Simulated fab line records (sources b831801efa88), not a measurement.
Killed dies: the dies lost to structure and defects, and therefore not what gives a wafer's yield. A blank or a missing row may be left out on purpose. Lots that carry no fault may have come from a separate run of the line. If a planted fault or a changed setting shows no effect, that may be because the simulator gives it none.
Which of the tools did it?	flow gf180mcu	Sampling: 24 lots, 72 wafers, 5 of 602 route steps

## WHAT THE GAUGES SHOWED, per wafer
GF_V1_THK_MEAS_03. Usual: V1_CVD_02_THK gives 851 nm (standard deviation 11).
lot	measured	on	V1_CVD_02_THK (nm)	flag
L074	day 16 19:16	filmMetro-01	821 854 841	
L075	day 17 06:02	filmMetro-02	839 856 861	
L076	day 17 23:46	filmMetro-01	852 873 852	
L077	day 18 12:14	filmMetro-02	849 851 865	
L078	day 18 18:11	filmMetro-04	849 872 879	
L079	day 19 06:55	filmMetro-02	840 867 866	
L080	day 19 14:58	filmMetro-04	853 877 866	
L081	day 20 06:11	filmMetro-02	847 849 855	
L082	day 20 06:18	filmMetro-04	847 838 848	
L083	day 20 11:23	filmMetro-01	839 844 852	
L084	day 20 21:03	filmMetro-02	858 854 860	
L085	day 21 05:35	filmMetro-04	847 842 860	
L086	day 21 19:02	filmMetro-02	847 857 852	
L087	day 22 02:28	filmMetro-04	840 847 844	
L088	day 22 07:34	filmMetro-04	849 858 847	
L089	day 22 17:38	filmMetro-02	840 841 854	
L090	day 23 04:08	filmMetro-02	841 862 863	
L091	day 23 10:25	filmMetro-04	843 841 856	
L092	day 23 21:04	filmMetro-01	846 841 848	
L093	day 24 00:15	filmMetro-02	849 834 851	
L094	day 24 12:24	filmMetro-02	852 857 870	
L095	day 24 19:41	filmMetro-04	822 840 842	
L096	day 24 23:55	filmMetro-04	835 859 865	
L097	day 25 02:10	filmMetro-01	840 844 873	

GF_V1_CD_MEAS_14 targets a cd of 260 nm. Usual: cdNm reads 260.2 nm (standard deviation 1.2).
lot	measured	on	cdNm (nm)	flag
L074	day 17 18:34	cdSem-01	259.7 259.9 259.6	
L075	day 18 04:58	cdSem-01	262.5 261.4 261.2	
L076	day 18 23:50	cdSem-02	260.3 260.9 261.4	
L077	day 19 13:10	cdSem-01	259.0 259.4 259.8	
L078	day 19 18:53	cdSem-01	259.2 259.2 259.3	
L079	day 20 07:40	cdSem-01	260.7 260.9 261.3	
L080	day 20 16:03	cdSem-01	260.1 260.4 260.3	
L081	day 21 06:55	cdSem-02	261.5 262.3 261.7	
L082	day 21 07:03	cdSem-02	260.5 260.3 261.9	
L083	day 21 12:24	cdSem-02	260.7 260.7 261.5	
L084	day 21 20:34	cdSem-02	260.9 260.0 259.4	
L085	day 22 05:44	cdSem-01	260.1 259.4 258.9	
L086	day 22 18:29	cdSem-01	260.2 260.1 260.3	
L087	day 23 02:00	cdSem-01	259.5 260.3 258.9	
L088	day 23 07:08	cdSem-02	258.4 259.1 259.1	
L089	day 23 16:29	cdSem-02	259.9 260.3 260.2	
L090	day 24 03:00	cdSem-01	261.9 262.5 263.9	
L091	day 24 09:02	cdSem-02	261.2 259.1 260.4	
L092	day 24 19:17	cdSem-02	257.5 256.2 256.9	
L093	day 24 22:53	cdSem-01	260.6 260.5 260.8	
L094	day 25 10:29	cdSem-02	261.3 260.1 260.0	
L095	day 25 17:10	cdSem-01	261.5 260.6 259.6	
L096	day 25 21:28	cdSem-02	261.3 259.1 258.8	
L097	day 25 23:47	cdSem-01	260.1 260.6 260.8	

## WHICH TOOL RAN EACH LOT (tool, then ch and the chambers of the sampled wafers, then the start)
lot	GF_STI_CMP_25	GF_SAB_ETCH_11	GF_M1_SPUTTER_02
L074	cmp-01 ch 0,1,3, day 2 03:37	rieDiel-02 ch 1,2,3, day 14 19:49	pvdSputter-03, day 15 19:41
L075	cmp-01 ch 1,2,3, day 2 09:44	rieDiel-02 ch 0,1, day 15 05:45	pvdSputter-03, day 16 06:04
L076	cmp-02 ch 0,3, day 2 14:53	rieDiel-03 ch 0,2,3, day 15 22:31	pvdSputter-01, day 17 00:02
L077	cmp-01 ch 0,1,2, day 2 21:34	rieDiel-03 ch 0,1,2, day 16 10:22	pvdSputter-04, day 17 11:53
L078	cmp-01 ch 2,3, day 3 02:47	rieDiel-03 ch 0,1,2, day 16 15:43	pvdSputter-01, day 17 17:31
L079	cmp-02 ch 1,2,3, day 3 08:05	rieDiel-04 ch 1,2, day 17 03:26	pvdSputter-04, day 18 05:19
L080	cmp-02 ch 0,3, day 3 12:18	rieDiel-02 ch 1,2,3, day 17 10:50	pvdSputter-04, day 18 13:33
L081	cmp-01 ch 0,3, day 3 18:34	rieDiel-02 ch 0,1,2, day 18 01:46	pvdSputter-01, day 19 04:24
L082	cmp-02 ch 0,1,2, day 3 23:33	rieDiel-04 ch 0,1,3, day 18 02:02	pvdSputter-03, day 19 04:31
L083	cmp-02 ch 0,1,3, day 4 03:16	rieDiel-02 ch 0,2,3, day 18 06:58	pvdSputter-03, day 19 09:52
L084	cmp-02 ch 2,3, day 4 06:37	rieDiel-02 ch 0,1,3, day 18 15:37	pvdSputter-01, day 19 19:50
L085	cmp-02 ch 0,2,3, day 4 14:39	rieDiel-02 ch 0,2,3, day 19 01:38	pvdSputter-04, day 20 04:59
L086	cmp-02 ch 0,2, day 4 19:34	rieDiel-04 ch 0,2, day 19 13:26	pvdSputter-01, day 20 17:28
L087	cmp-01 ch 1,2, day 4 21:39	rieDiel-02 ch 0,2,3, day 19 21:58	pvdSputter-03, day 21 01:23
L088	cmp-02 ch 2,3, day 5 03:05	rieDiel-02 ch 2,3, day 20 04:16	pvdSputter-01, day 21 07:05
L089	cmp-02 ch 1,2, day 5 09:58	rieDiel-03 ch 1,2,3, day 20 14:22	pvdSputter-03, day 21 16:41
L090	cmp-01 ch 0,3, day 5 13:58	rieDiel-03 ch 0,1, day 21 01:25	pvdSputter-03, day 22 03:55
L091	cmp-02 ch 1,2, day 5 19:29	rieDiel-04 ch 0,2,3, day 21 07:07	pvdSputter-03, day 22 10:19
L092	cmp-01 ch 0,1,2, day 6 01:49	rieDiel-04 ch 1,3, day 21 18:30	pvdSputter-01, day 22 21:13
L093	cmp-01 ch 1,2, day 6 04:35	rieDiel-04 ch 0,1,2, day 21 21:53	pvdSputter-04, day 22 23:37
L094	cmp-01 ch 0,3, day 6 10:44	rieDiel-04 ch 0,1,3, day 22 11:40	pvdSputter-04, day 23 13:21
L095	cmp-01 ch 0,1,3, day 6 15:32	rieDiel-02 ch 0,3, day 22 18:08	pvdSputter-01, day 23 20:08
L096	cmp-01 ch 2,3, day 6 20:32	rieDiel-03 ch 0,1,3, day 22 21:56	pvdSputter-01, day 24 00:33
L097	cmp-02 ch 0,2,3, day 7 02:19	rieDiel-03 ch 0,1,3, day 23 00:56	pvdSputter-01, day 24 02:52
- GF_STI_CMP_25: polishes, stops on Si3N4, t overpolish 33 s, target thk 524.6 nm.
- GF_SAB_ETCH_11: etches SiO2 in C4F8/O2/Ar, target depth 55 nm, time 8.5 s.
- GF_M1_SPUTTER_02: material AlCu, target thk 450 nm, time 23.9 s.

## WHAT THE TOOLS THEMSELVES READ (means of the sampled wafers that have a number; where no wafer has one, the mark that the record gives instead)
GF_STI_CMP_25. Usual: headPressurePsi 4.000 psi, standard deviation 0.01; motorCurrentA 11.8 A, standard deviation 0.83; overpolishRunS 33.000 s, standard deviation 0.0092; timeToEndpointS 123 s, standard deviation 5.3.
lot	tool	headPressurePsi (psi)	motorCurrentA (A)	overpolishRunS (s)	timeToEndpointS (s)	flag
L074	cmp-01	4.005	11.9	33.006	129	
L075	cmp-01	3.993	11.8	33.004	132	
L076	cmp-02	4.005	11.7	32.996	125	
L077	cmp-01	4.003	12.6	32.998	124	
L078	cmp-01	3.994	11.1	33.010	129	
L079	cmp-02	4.002	11.9	33.008	119	
L080	cmp-02	3.991	11.4	32.999	121	
L081	cmp-01	4.001	11.5	32.997	122	
L082	cmp-02	3.991	11.5	33.005	120	
L083	cmp-02	4.006	11.8	32.998	119	
L084	cmp-02	4.009	11.8	33.010	121	
L085	cmp-02	4.005	11.9	32.994	115	
L086	cmp-02	4.000	11.5	33.002	121	
L087	cmp-01	4.001	12.7	33.006	131	
L088	cmp-02	3.989	11.7	32.996	120	
L089	cmp-02	4.004	11.7	32.997	121	
L090	cmp-01	4.000	11.8	32.999	120	
L091	cmp-02	4.001	11.4	32.994	119	
L092	cmp-01	3.997	12.7	32.996	128	
L093	cmp-01	3.997	12.4	33.005	130	
L094	cmp-01	3.990	12.3	33.005	121	
L095	cmp-01	4.001	12.5	33.001	121	
L096	cmp-01	3.995	11.6	32.997	127	
L097	cmp-02	4.003	11.6	32.998	120	

GF_SAB_ETCH_11. Usual: oesProductAu reads 1.003 a.u. (standard deviation 0.0085).
lot	tool	oesProductAu (a.u.)	flag
L074	rieDiel-02	1.006	
L075	rieDiel-02	1.005	
L076	rieDiel-03	0.995	
L077	rieDiel-03	1.005	
L078	rieDiel-03	1.001	
L079	rieDiel-04	0.990	
L080	rieDiel-02	1.012	
L081	rieDiel-02	1.009	
L082	rieDiel-04	1.001	
L083	rieDiel-02	0.999	
L084	rieDiel-02	1.003	
L085	rieDiel-02	0.999	
L086	rieDiel-04	0.998	
L087	rieDiel-02	0.995	
L088	rieDiel-02	0.996	
L089	rieDiel-03	1.005	
L090	rieDiel-03	1.013	
L091	rieDiel-04	1.001	
L092	rieDiel-04	1.002	
L093	rieDiel-04	0.999	
L094	rieDiel-04	1.007	
L095	rieDiel-02	1.002	
L096	rieDiel-03	1.004	
L097	rieDiel-03	1.001	

GF_M1_SPUTTER_02. Usual: throttleValvePct reads 29.2 % (standard deviation 0.91).
lot	tool	throttleValvePct (%)	flag
L074	pvdSputter-03	29.6	
L075	pvdSputter-03	29.4	
L076	pvdSputter-01	30.1	
L077	pvdSputter-04	29.3	
L078	pvdSputter-01	29.7	
L079	pvdSputter-04	29.5	
L080	pvdSputter-04	29.6	
L081	pvdSputter-01	28.1	
L082	pvdSputter-03	29.4	
L083	pvdSputter-03	30.2	
L084	pvdSputter-01	29.0	
L085	pvdSputter-04	29.1	
L086	pvdSputter-01	29.1	
L087	pvdSputter-03	29.7	
L088	pvdSputter-01	27.8	
L089	pvdSputter-03	28.9	
L090	pvdSputter-03	29.5	
L091	pvdSputter-03	29.1	
L092	pvdSputter-01	28.5	
L093	pvdSputter-04	29.3	
L094	pvdSputter-04	29.5	
L095	pvdSputter-01	29.3	
L096	pvdSputter-01	29.1	
L097	pvdSputter-01	29.1	

## THE ANSWER, worked out from the rows above alone
Rule: lot off if the mean of its wafers having a number is beyond 3 standard deviations from the usual mean. A lot without any number at a reading at which 4 lots or more have one is off too. Where the step has rows for the other lots, those lots are counted as sound. After the gauges, taken in route order, come the tools' own readings; for these a lot's mean is taken, as printed above. At the first step where some lot is off, the reading lying furthest off is the one used; lots without a number count as furthest.
No lot is off at any reading shown: from this, nothing can be told.

## WHAT THE SIMULATOR HAD INSERTED
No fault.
